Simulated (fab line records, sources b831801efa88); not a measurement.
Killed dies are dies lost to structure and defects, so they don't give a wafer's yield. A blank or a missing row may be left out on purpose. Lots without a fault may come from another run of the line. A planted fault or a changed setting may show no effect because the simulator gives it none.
Which tool did it? | flow sky130 | 11 lots, 33 wafers sampled, at 2 steps of a route of 708

WHAT THE GAUGES READ, wafer by wafer
SKY_CAP2M_THK_MEAS_01.
lot  | measured     | on            | CAP2M_CVD_00_THK (nm)
L129 | day 40 14:54 | film_metro-04 | 15.26 15.43 15.59
L131 | day 40 16:38 | film_metro-04 | 15.52 15.55 15.88
L132 | day 41 02:59 | film_metro-01 | 15.12 15.27 15.54
L133 | day 41 04:10 | film_metro-01 | 15.38 15.29 15.83
L134 | day 41 10:49 | film_metro-02 | 15.50 15.87 15.79
L135 | day 41 14:03 | film_metro-02 | 15.30 15.01 15.37
L136 | day 42 03:35 | film_metro-04 | 14.98 15.15 15.44
L142 | day 44 20:35 | film_metro-02 | 15.15 15.39 15.51
L146 | day 45 00:15 | film_metro-04 | 15.93 15.75 15.86
L143 | day 45 01:35 | film_metro-04 | 15.21 15.13 15.39
L148 | day 45 09:37 | film_metro-01 | 15.32 15.80 15.87

WHICH TOOL RAN EACH LOT (tool, then ch and the chambers of the sampled wafers, then the start)
lot  | SKY_CAP2M_CVD_00
L129 | pecvd-01 ch 1,2, day 40 14:52
L131 | pecvd-02 ch 0,2, day 40 16:36
L132 | pecvd-04 ch 1,2, day 41 02:56
L133 | pecvd-02 ch 0,1,2, day 41 04:08
L134 | pecvd-01 ch 0,2, day 41 10:46
L135 | pecvd-04 ch 0,2, day 41 14:01
L136 | pecvd-04 ch 0,1,2, day 42 03:32
L142 | pecvd-04 ch 0,1, day 44 20:31
L146 | pecvd-02 ch 0,1,2, day 45 00:13
L143 | pecvd-04 ch 0,1,2, day 45 01:33
L148 | pecvd-02 ch 0,1, day 45 09:36
- SKY_CAP2M_CVD_00: deposits SiO2, target thk 15.5 nm.

THE ANSWER, worked out from the rows above alone
Rule: what is usual is taken from the lots themselves. Put in order of their means at a reading, lots are off if they are a third of the lots or fewer, leave a main group of 4 or more, and stand apart from it by a gap of 3 or more times the standard deviation of the main group's means; of several such gaps the widest counts. A main group whose means are all the same, to the digits that the tables above print for the reading, isn't used. A lot without any number at a reading at which 4 lots or more have one is off too. The other lots that the step has rows for count as sound.
No lot is off at any reading shown: from this, nothing can be told.

WHAT THE SIMULATOR HAD PUT IN
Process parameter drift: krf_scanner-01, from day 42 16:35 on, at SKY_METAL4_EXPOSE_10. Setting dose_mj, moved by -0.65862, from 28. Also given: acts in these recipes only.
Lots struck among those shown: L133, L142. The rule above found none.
